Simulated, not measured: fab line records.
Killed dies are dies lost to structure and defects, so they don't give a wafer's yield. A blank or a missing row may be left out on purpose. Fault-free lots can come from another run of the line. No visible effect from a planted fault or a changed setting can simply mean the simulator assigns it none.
Lot-split experiment | flow sky130 | 23 wafers read across 5 lots, on a route 708 steps long

THE SPLIT
At SKY_LI_CONTACT_EXPOSE_09 (exposes mask LICM1, target cd 170 nm), the setting dose mj was moved away from the recipe's 38 on 7 of the 23 wafers read, by +2.4% to +6.3%. All remaining wafers had this setting at the recipe value.

FROM THE SPLIT TO THE READING: what the file shows between them, 2 steps
- SKY_LI_CONTACT_PEB_10
- SKY_LI_CONTACT_DEVELOP_11: develop time 60 s

THE READING
At SKY_LI_CONTACT_CD_MEAS_12: cd nm in nanometres, against a target cd of 170 nm. On this fab line, fault-free wafers typically give 169.2 nm with a standard deviation of 1.5 nm.

wafer  | tool, chamber at the split | dose mj as run | against the recipe | cd nm, nm | against lot-mates on the recipe
L074.1 | krf scanner-02, 0          | 38             | recipe             | 169.2     | -
L074.2 | krf scanner-02, 0          | 38             | recipe             | 169.7     | -
L074.6 | krf scanner-02, 0          | 38             | recipe             | 169.6     | -
L080.2 | krf scanner-02, 0          | 38             | recipe             | 169.5     | -
L080.3 | krf scanner-02, 0          | 40.41          | +6.3%              | 180.4     | +11.6
L080.4 | krf scanner-02, 0          | 40.41          | +6.3%              | 178.5     | +9.7
L080.5 | krf scanner-02, 0          | 38             | recipe             | 169.3     | -
L080.6 | krf scanner-02, 0          | 38             | recipe             | 167.5     | -
L081.1 | krf scanner-02, 0          | 38             | recipe             | 166.1     | -
L081.2 | krf scanner-02, 0          | 38             | recipe             | 168.5     | -
L081.4 | krf scanner-02, 0          | 38             | recipe             | 168.7     | -
L081.5 | krf scanner-02, 0          | 38             | recipe             | 168.5     | -
L081.6 | krf scanner-02, 0          | 38             | recipe             | 168.3     | -
L082.1 | krf scanner-02, 0          | 39.97          | +5.2%              | 177.6     | +7.9
L082.3 | krf scanner-02, 0          | 39.97          | +5.2%              | 180.3     | +10.6
L082.4 | krf scanner-02, 0          | 38             | recipe             | 170.0     | -
L082.5 | krf scanner-02, 0          | 38             | recipe             | 169.2     | -
L082.6 | krf scanner-02, 0          | 38             | recipe             | 169.9     | -
L085.1 | krf scanner-02, 0          | 38             | recipe             | 170.6     | -
L085.2 | krf scanner-02, 0          | 38.91          | +2.4%              | 175.4     | +4.5
L085.3 | krf scanner-02, 0          | 38.91          | +2.4%              | 175.1     | +4.2
L085.5 | krf scanner-02, 0          | 38.91          | +2.4%              | 174.5     | +3.6
L085.6 | krf scanner-02, 0          | 38             | recipe             | 171.3     | -

FIT RESULTS
A straight line over all 23 wafers: cd nm changes by +1.78 nm for each +1% of dose mj; r = +0.95; the points scatter about the line by 1.3 nm.
The same after taking each lot's own level away (the mean of its wafers on the recipe; 23 wafers): +1.72 nm for each +1%; r = +0.98; scatter 0.82 nm.
Per that fit: largest dose mj move, reading shift of 11 nm.
The span of the lots' own levels, 168.02 to 170.95 nm, comes to 2.0 times the standard deviation stated above.
Consequently the slope shifts little with the lot-to-lot level, the two slopes agreeing.
Check: +10.6 nm against its lot-mates is what the line predicts for one of the wafers moved furthest among these (+6.3%) when that wafer is left out of the fit. It came out at +11.6 nm against them.

THE WHOLE CHAIN: every reading that the file lists as answering this split, in the file's order
step                      | what it does                                                         | reading                                                           | change (the file's fit)              | r (the file's)
SKY_LI_CONTACT_CD_MEAS_12 | target cd 170 nm                                                     | cd nm                                                             | +1.72 nm for each +1% of the setting | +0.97
SKY_LI_CONTACT_ETCH_14    | etches BARC in N2/H2, stops on SiO2, time 45.9 s, target depth 60 nm | LI_CONTACT.cd nm (the simulator's own value, which no gauge read) | +1.76 nm for each +1% of the setting | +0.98

FILE'S OWN FIT
cd nm changes by +1.72 nm for each +1% of dose mj, r = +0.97.
